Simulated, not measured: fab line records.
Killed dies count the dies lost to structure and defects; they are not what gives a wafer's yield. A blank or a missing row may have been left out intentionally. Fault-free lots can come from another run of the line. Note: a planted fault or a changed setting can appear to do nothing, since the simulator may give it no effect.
A lot that was struck, set against a sound lot / flow gf180mcu / 14 steps out of a route of 602
Sound: these wafers, L586.1, L586.4, L586.6. The struck wafers were L575.2, L575.5, L575.6. The cause comes at the end.
At each step with rows: each side's tool, then ch and its chambers, then its first start. Under that, the readings that differ: sound wafers / struck wafers / difference of the means / sigmas: that difference in standard deviations of wafers without a fault.
alike: words and numbers the same on both sides, and readings whose means are apart by under 2 such deviations; not compared: readings that were withheld, readings missing a value for some wafer, numbers with overlapping values and no deviation given by the record, and bounds like >300 which may hide the same value.
The two part at a step that has a row with sigmas, a row that says differs or no value, or rows on one side only. Non-overlapping numbers with no deviation appear without sigmas and do not part them. A reading that every wafer of one side lacks parts them only if that side has two wafers or more.

first, 1 step without rows for these wafers: GF_MVSD_DEVELOP_06 (develop time 60 s).
GF_MVSD_OVL_MEAS_07:
  sound on overlay-01, day 8 08:55; struck on overlay-02, day 5 16:26
  alike: MVSD_OVL
then, 2 steps without rows for these wafers: GF_MVSD_IMPLANT_08; GF_MVSD_IMPLANT_09.
GF_MVSD_STRIP_10: strips in O2/N2.
  sound on plasma_asher-04 ch 0,1, day 8 09:15; struck on plasma_asher-03 ch 0,1, day 5 16:46
reading=strip_time_to_endpoint_s (s); sound=37.08 37.05 37.13; struck=36.88 36.83 36.91; difference=-0.21; sigmas=-2
  alike: drypump_motor_current_A, heater_power_w, oes_product_au
  not compared: rf_hours_counter_h
GF_MVSD_TW_MEAS_11:
  sound on film_metro-03, day 8 09:21; struck on film_metro-03, day 5 16:52
  alike: MVSD_TW
then, 6 steps without rows for these wafers: GF_MVPSD_DEHYDRATE_00 (time 60 s); GF_MVPSD_HMDS_01 (prime time 60 s); GF_MVPSD_COAT_02 (resist thk 3000 nm); GF_MVPSD_SOFTBAKE_03; GF_MVPSD_EXPOSE_04 (exposes mask MVPSD, target cd 1000 nm); GF_MVPSD_PEB_05.
GF_MVPSD_DEVELOP_06: develop time 60 s.
  struck on litho_track-02, day 6 06:00; sound on litho_track-02 ch 0, day 9 01:00
  no value came back on the struck wafers for chill_plate_temp_C (C), develop_time_s (s); on the sound wafers chill_plate_temp_C (C) reads 23.10 22.96 23.00
GF_MVPSD_OVL_MEAS_07:
  sound on overlay-02, day 9 01:46; struck on overlay-01, day 6 07:08
reading=MVPSD_OVL (nm); sound=-1.5 -1.8 -1.0; struck=- - -; difference=no value on the struck wafers; sigmas=

## WHERE THEY PART
At GF_MVSD_STRIP_10 first; at GF_MVPSD_OVL_MEAS_07 last (within this record only).

WHY: what had been put in by the simulator
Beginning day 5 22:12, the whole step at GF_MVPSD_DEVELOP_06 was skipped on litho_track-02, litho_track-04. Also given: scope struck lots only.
